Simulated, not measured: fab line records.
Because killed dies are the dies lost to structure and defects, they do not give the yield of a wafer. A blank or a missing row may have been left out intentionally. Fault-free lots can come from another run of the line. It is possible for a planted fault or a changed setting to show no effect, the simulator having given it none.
Which of the tools did it?    flow sky130    30 wafers from 10 lots sampled at 7 of the route's 708 steps

== WHAT THE GAUGES SHOWED, per wafer ==
SKY_POLY_GATE_THK_MEAS_04. Usual: POLY_GATE_CVD_03_THK 75.0 nm, standard deviation 0.7.
lot   measured      on             POLY_GATE_CVD_03_THK (nm)  flag
L474  day 15 16:12  film-metro-02  74.6 74.5 74.9             
L479  day 17 18:06  film-metro-02  74.2 74.0 74.5             
L478  day 17 18:05  film-metro-04  76.0 75.4 76.6             
L480  day 17 22:17  film-metro-03  75.4 74.8 75.4             
L483  day 18 23:09  film-metro-04  115.3 115.2 115.2          OFF
L482  day 19 00:32  film-metro-02  114.1 114.5 114.2          OFF
L484  day 19 09:38  film-metro-02  115.5 115.8 115.4          OFF
L492  day 22 22:01  film-metro-03  74.9 74.5 75.1             
L493  day 23 10:38  film-metro-03  74.9 74.7 74.9             
L494  day 23 19:47  film-metro-04  74.2 74.3 74.3             

SKY_LDD_HVN_TW_MEAS_10. Usual: LDD_HVN_TW 1436, standard deviation 5.8.
lot   measured      on             LDD_HVN_TW      flag
L474  day 20 17:04  film-metro-02  1443 1438 1444  
L479  day 23 00:17  film-metro-04  1440 1440 1436  
L478  day 22 23:58  film-metro-04  1434 1438 1440  
L480  day 23 05:37  film-metro-04  1436 1437 1437  
L483  day 24 03:33  film-metro-03  1436 1439 1439  
L482  day 24 04:52  film-metro-02  1447 1443 1443  
L484  day 24 12:49  film-metro-03  1435 1432 1432  
L492  day 27 22:01  film-metro-02  1429 1436 1436  
L493  day 28 12:07  film-metro-04  1439 1442 1439  
L494  day 28 17:43  film-metro-03  1441 1439 1434  

SKY_LI_CONTACT_CD_MEAS_12: the cd target is 170 nm. Usual: cd-nm 169.7 nm, standard deviation 1.4.
lot   measured      on         cd-nm (nm)         flag
L474  day 29 10:04  cd-sem-01  170.1 171.2 169.9  
L479  day 31 14:05  cd-sem-01  168.3 170.2 168.6  
L478  day 31 13:11  cd-sem-01  168.0 169.0 168.6  
L480  day 31 19:01  cd-sem-02  170.3 169.3 169.6  
L492  day 36 03:05  cd-sem-02  170.4 169.9 169.2  
L493  day 36 12:59  cd-sem-01  169.6 168.8 167.2  
L494  day 36 18:47  cd-sem-02  166.1 167.0 167.8  

== WHAT TOOL EACH LOT RAN ON (gives the tool, then ch and the chambers of the sampled wafers, and finally the start) ==
lot   SKY_GATE_OXIDE_STRIP_13               SKY_POLY_GATE_CVD_03         SKY_POLY_GATE_ETCH_16               SKY_POLY_CUT_ETCH_11
L474  plasma-asher-04 ch 0,1, day 14 08:25  lpcvd-02 ch 0, day 15 14:51  rie-diel-04 ch 1,2,3, day 16 21:13  rie-diel-02 ch 0,1, day 24 13:40
L479  plasma-asher-02 ch 0,1, day 16 09:13  lpcvd-02 ch 0, day 17 16:44  rie-diel-01 ch 1,2, day 19 00:55    rie-diel-02 ch 1,2,3, day 26 19:20
L478  plasma-asher-01 ch 0,1, day 16 09:25  lpcvd-02 ch 1, day 17 16:44  rie-diel-03 ch 0,1,2, day 19 00:57  rie-diel-04 ch 0,1,3, day 26 18:59
L480  plasma-asher-01 ch 0,1, day 16 14:23  lpcvd-02 ch 1, day 17 20:56  rie-diel-03 ch 1,2,3, day 19 05:40  rie-diel-01 ch 0,1,2, day 27 00:53
L483  plasma-asher-02 ch 0,1, day 17 11:40  lpcvd-02 ch 1, day 18 21:47  rie-diel-03 ch 0,1,3, day 20 06:04  rie-diel-02 ch 0,2,3, day 27 20:31
L482  plasma-asher-02 ch 0,1, day 17 12:21  lpcvd-02 ch 0, day 18 23:10  rie-diel-04 ch 0,1,2, day 20 07:25  rie-diel-02 ch 0,2,3, day 27 23:56
L484  plasma-asher-02 ch 0,1, day 17 21:18  lpcvd-02 ch 0, day 19 08:17  rie-diel-03 ch 1,2, day 20 16:43    rie-diel-02 ch 0,1,3, day 28 05:49
L492  plasma-asher-02 ch 0,1, day 21 10:48  lpcvd-02 ch 0, day 22 19:58  rie-diel-04 ch 0,1,2, day 24 04:07  rie-diel-01 ch 0,3, day 31 15:25
L493  plasma-asher-04 ch 0,1, day 21 23:34  lpcvd-02 ch 0, day 23 08:35  rie-diel-04 ch 0,2,3, day 24 17:10  rie-diel-01 ch 0,2,3, day 32 02:20
L494  plasma-asher-02 ch 0,1, day 22 05:33  lpcvd-02 ch 1, day 23 17:45  rie-diel-04 ch 0,1,3, day 25 01:31  rie-diel-02 ch 0,1,2, day 32 08:53
- SKY_GATE_OXIDE_STRIP_13: strips in O2/N2.
- SKY_POLY_GATE_CVD_03: deposits Si3N4 from DCS/NH3, target thk 75 nm, time 1290 s.
- SKY_POLY_GATE_ETCH_16: etches Si3N4 in CH3F/O2, stops on poly-Si, time 147.5 s, target depth 75 nm.
- SKY_POLY_CUT_ETCH_11: etches Si3N4 in CF4/CH2F2/Ar, stops on poly-Si, time 42.5 s, target depth 60 nm.

== WHAT THE TOOLS THEMSELVES READ (means of the sampled wafers that have a number; where no wafer has one, the mark that the record gives instead) ==
SKY_GATE_OXIDE_STRIP_13. Usual: drypump-motor-current-A 5.4 A, standard deviation 0.46; oes-product-au 0.716 a.u., standard deviation 0.0045; strip-time-to-endpoint-s 14.19 s, standard deviation 0.035.
lot   tool             drypump-motor-current-A (A)  oes-product-au (a.u.)  strip-time-to-endpoint-s (s)  flag
L474  plasma-asher-04  6.0                          0.718                  14.17                         
L479  plasma-asher-02  5.1                          0.719                  14.21                         
L478  plasma-asher-01  5.1                          0.718                  14.25                         
L480  plasma-asher-01  5.1                          0.717                  14.14                         
L483  plasma-asher-02  5.4                          0.714                  14.16                         
L482  plasma-asher-02  5.2                          0.714                  14.17                         
L484  plasma-asher-02  5.4                          0.718                  14.22                         
L492  plasma-asher-02  5.4                          0.720                  14.22                         
L493  plasma-asher-04  6.0                          0.719                  14.17                         
L494  plasma-asher-02  5.4                          0.714                  14.16                         

SKY_POLY_GATE_ETCH_16. Usual: ch3f-flow-sccm 40.02 sccm, standard deviation 0.11; drypump-motor-current-A 5.5 A, standard deviation 0.52; oes-product-au 0.640 a.u., standard deviation 0.0051; rf-fwd-power-W 398.4 W, standard deviation 1.2; throttle-valve-pct 10.535 %, standard deviation 0.0092.
lot   tool         ch3f-flow-sccm (sccm)  drypump-motor-current-A (A)  oes-product-au (a.u.)  rf-fwd-power-W (W)  throttle-valve-pct (%)  flag
L474  rie-diel-04  40.05                  5.4                          0.640                  397.3               10.535                  
L479  rie-diel-01  40.00                  5.7                          0.637                  399.4               10.527                  
L478  rie-diel-03  40.13                  6.1                          0.640                  398.1               10.539                  
L480  rie-diel-03  39.95                  6.0                          0.644                  398.0               10.535                  
L483  rie-diel-03  40.07                  5.7                          0.781                  399.2               10.556                  OFF
L482  rie-diel-04  40.01                  5.4                          0.780                  399.6               10.551                  OFF
L484  rie-diel-03  39.98                  6.4                          0.786                  397.1               10.564                  OFF
L492  rie-diel-04  40.00                  5.4                          0.643                  398.1               10.527                  
L493  rie-diel-04  40.01                  5.1                          0.641                  399.0               10.544                  
L494  rie-diel-04  40.05                  5.4                          0.637                  398.8               10.535                  

SKY_POLY_CUT_ETCH_11. Usual: drypump-motor-current-A 5.6 A, standard deviation 0.52; oes-product-au 0.828 a.u., standard deviation 0.0063; rf-fwd-power-W 593.7 W, standard deviation 2.9; throttle-valve-pct 14.995 %, standard deviation 0.0086.
lot   tool         drypump-motor-current-A (A)  oes-product-au (a.u.)  rf-fwd-power-W (W)  throttle-valve-pct (%)  flag
L474  rie-diel-02  5.8                          0.826                  590.9               14.994                  
L479  rie-diel-02  5.9                          0.826                  592.7               14.999                  
L478  rie-diel-04  5.4                          0.837                  594.2               14.992                  
L480  rie-diel-01  5.3                          0.829                  593.1               14.987                  
L483  rie-diel-02  6.1                          1.001                  595.7               15.015                  OFF
L482  rie-diel-02  6.1                          1.008                  594.5               15.005                  OFF
L484  rie-diel-02  5.9                          0.998                  593.2               15.002                  OFF
L492  rie-diel-01  5.6                          0.827                  592.0               14.991                  
L493  rie-diel-01  5.3                          0.827                  593.7               15.002                  
L494  rie-diel-02  6.1                          0.822                  592.3               15.006                  

== THE ANSWER, worked out from the rows above alone ==
Rule: a lot is off if the mean of its wafers that have a number lies more than 3 standard deviations from the usual mean. Also off: a lot with no number at a reading for which 4 or more lots have one. Where the step has rows for the other lots, those lots are counted as sound. The gauges are gone through in route order, then the tools' own readings, and for those a lot's mean is taken as printed above. The first step at which some lot is off is used, and at that step the reading that is off furthest; a lot without a number counts as furthest.
Off: at SKY_POLY_GATE_THK_MEAS_04 (POLY_GATE_CVD_03_THK), L483, L482, L484.
A tool fits if, at a process step before that reading, it ran every lot that is off, and no sound lot after the first of them. The gauges at SKY_POLY_GATE_THK_MEAS_04 aren't tried: what is off there is off at SKY_POLY_GATE_ETCH_16 too, on other tools, and a gauge's error can't cause that. None of those tried fits.

== WHAT THE SIMULATOR HAD INSERTED ==
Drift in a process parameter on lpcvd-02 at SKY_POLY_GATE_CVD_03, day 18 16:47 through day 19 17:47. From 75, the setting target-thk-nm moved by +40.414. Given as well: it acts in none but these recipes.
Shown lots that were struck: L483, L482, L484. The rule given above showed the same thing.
